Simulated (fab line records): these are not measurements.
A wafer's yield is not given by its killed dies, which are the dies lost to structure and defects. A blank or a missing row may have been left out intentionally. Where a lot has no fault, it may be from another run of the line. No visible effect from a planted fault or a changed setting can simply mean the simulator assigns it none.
A single fault, viewed from 2 desks :: flow gf180mcu :: each desk holds nothing but its own numbers, with what lay behind them at the end

## METROLOGY DESK
Means of the sampled wafers that have a number, per lot and without regard to the tool the lot ran on: this is what the gauges read. Any lot whose mean is over 4 standard deviations away from the usual mean is out of limits and marked OUT; that distance is given in the brackets.
Columns: A = TOP_METAL_OVL at GF_TOP_METAL_OVL_MEAS_15, usual 1.5 nm
lot: L710
first seen here: day 28 04:02
A: 2.4

lot: L711
first seen here: day 28 15:25
A: 1.4

lot: L712
first seen here: day 28 16:02
A: 3.0

lot: L714
first seen here: day 29 09:11
A: 1.3

lot: L715
first seen here: day 29 15:14
A: 1.4

lot: L721
first seen here: day 31 09:05
A: 0.5

lot: L724
first seen here: day 32 04:58
A: 1.8

lot: L725
first seen here: day 32 09:59
A: 1.5

lot: L729
first seen here: day 33 12:56
A: 3.8

lot: L730
first seen here: day 33 17:00
A: 2.2

lot: L732
first seen here: day 34 02:44
A: 2.1

lot: L733
first seen here: day 34 09:11
A: 2.5
This desk's verdict: no lot among the 12 shows anything out of limits.

## AT THE TOOL OWNER'S DESK: rie-metal-04
The tool's own readings at GF_M3_METAL_ETCH_16 (etches the open film in Cl2/BCl3, stops on SiO2, target depth 627.5 nm, time 104.6 s): means of the sampled wafers that have a number, for each lot that ran on this tool. Any lot whose mean is over 4 standard deviations away from the usual mean is out of limits and marked OUT; that distance is given in the brackets.
Columns: A = drypump-motor-current-A at GF_M3_METAL_ETCH_16, usual 5.92 A; B = oes-product-au at GF_M3_METAL_ETCH_16, usual 0.972 a.u.; C = rf-fwd-power-W at GF_M3_METAL_ETCH_16, usual 796.5 W; D = throttle-valve-pct at GF_M3_METAL_ETCH_16, usual 28.249 %
lot: L710
first seen here: day 21 09:35
A: 5.93
B: 0.970
C: 794.1
D: 28.248

lot: L711
first seen here: day 21 20:11
A: 5.92
B: 0.967
C: 796.2
D: 28.263

lot: L712
first seen here: day 22 00:04
A: 5.92
B: 0.969
C: 797.0
D: 28.243

lot: L721
first seen here: day 25 07:57
A: 5.91
B: 0.969
C: 795.6
D: 28.251

lot: L733
first seen here: day 29 00:40
A: 5.92
B: 0.971
C: 796.3
D: 28.249
This desk's verdict: no lot among the 5 shows anything out of limits.

## BROUGHT TOGETHER
At the metrology desk, nothing out of limits was observed.
The desk of the tool owner found nothing out of limits.

## WHAT THE SIMULATOR HAD INSERTED
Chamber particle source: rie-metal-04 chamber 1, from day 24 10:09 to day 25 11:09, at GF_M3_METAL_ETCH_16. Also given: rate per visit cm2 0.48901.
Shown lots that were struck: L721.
